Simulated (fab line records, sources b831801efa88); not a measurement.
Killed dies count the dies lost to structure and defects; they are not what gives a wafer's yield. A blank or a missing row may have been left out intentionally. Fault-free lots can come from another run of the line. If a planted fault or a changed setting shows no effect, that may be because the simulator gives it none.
One fault seen from 2 desks || flow sky130 || every desk sees just its own numbers, and what lay behind them comes last

== METROLOGY DESK ==
What the gauges read, lot by lot, whatever tool the lot ran on: means of the sampled wafers that have a number. If a lot's mean is further than 4 standard deviations from the usual mean, the lot is out of limits and carries the mark OUT (the distance appears in the brackets).
Columns: A = CONTACT_CVD_00_THK at SKY_CONTACT_THK_MEAS_01, usual 75.2 nm; B = CONTACT_OVL at SKY_CONTACT_OVL_MEAS_15, usual 3 nm
{"lot": "L248", "first seen here": "day 30 11:35", "A": 75.0, "B": 9}
{"lot": "L249", "first seen here": "day 30 21:51", "A": 75.4, "B": -5}
{"lot": "L250", "first seen here": "day 30 23:04", "A": 74.5, "B": 8}
{"lot": "L251", "first seen here": "day 31 07:41", "A": 75.7, "B": 10}
{"lot": "L253", "first seen here": "day 31 23:09", "A": 74.8, "B": 7}
{"lot": "L254", "first seen here": "day 32 08:11", "A": 74.5, "B": 1}
{"lot": "L256", "first seen here": "day 33 03:02", "A": 75.3, "B": 9}
{"lot": "L258", "first seen here": "day 33 18:21", "A": 75.4, "B": 5}
{"lot": "L259", "first seen here": "day 34 05:53", "A": 76.6, "B": -5}
{"lot": "L260", "first seen here": "day 34 09:14", "A": 74.9, "B": -2}
{"lot": "L264", "first seen here": "day 35 21:05", "A": 74.6, "B": 4}
{"lot": "L268", "first seen here": "day 36 23:17", "A": 75.7, "B": 0}
{"lot": "L271", "first seen here": "day 37 20:54", "A": 74.9, "B": 4}
This desk found nothing out of limits on any of the 13 lots.

== FOR THE TOOL OWNER'S DESK: rieDiel-03 ==
The tool's own readings at SKY_CONTACT_ETCH_18 (etches Si3N4 in CHF3/O2, stops on TiN, time 39 s, target depth 75 nm): means of the sampled wafers that have a number, for each lot that ran on this tool. If a lot's mean is further than 4 standard deviations from the usual mean, the lot is out of limits and carries the mark OUT (the distance appears in the brackets).
Columns: A = biasW at SKY_CONTACT_ETCH_18, usual 200.0 W; B = drypumpMotorCurrentA at SKY_CONTACT_ETCH_18, usual 5.7 A; C = oesProductAu at SKY_CONTACT_ETCH_18, usual 0.857 a.u.; D = rfFwdPowerW at SKY_CONTACT_ETCH_18, usual 593.5 W; E = throttleValvePct at SKY_CONTACT_ETCH_18, usual 8.792 %
{"lot": "L248", "first seen here": "day 31 15:00", "A": 200.0, "B": 5.7, "C": 0.865, "D": 592.2, "E": 8.783}
{"lot": "L250", "first seen here": "day 32 03:00", "A": 199.8, "B": 5.6, "C": 0.854, "D": 593.9, "E": 8.788}
{"lot": "L256", "first seen here": "day 34 06:00", "A": 199.5, "B": 5.3, "C": 0.859, "D": 592.4, "E": 8.803}
{"lot": "L258", "first seen here": "day 34 21:00", "A": 199.9, "B": 5.6, "C": 0.851, "D": 591.9, "E": 8.791}
{"lot": "L268", "first seen here": "day 38 01:00", "A": "187.0 (-21) OUT", "B": 5.3, "C": 0.861, "D": 591.3, "E": 8.793}
Finding of this desk: L268 out of limits; the first was L268 at day 38 01:00, on biasW at SKY_CONTACT_ETCH_18. L248, L250, L256, L258: within limits.

== PUT TOGETHER ==
An alarm could have come from the tool owner's desk at day 38 01:00, on L268.
Metrology desk: nothing out of limits seen.
The metrology desk has L268 on record, within its limits.
Every lot named ran SKY_CONTACT_ETCH_18 on rieDiel-03.

== WHAT THE SIMULATOR HAD PUT IN ==
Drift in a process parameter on rieDiel-03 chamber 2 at SKY_CONTACT_ETCH_18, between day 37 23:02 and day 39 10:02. Setting biasW shifted by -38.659 from 200. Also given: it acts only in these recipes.
Lots struck among those shown: L268.
How many hours passed from the start of the fault until each desk's first out-of-limits reading: the tool owner's desk, 2.
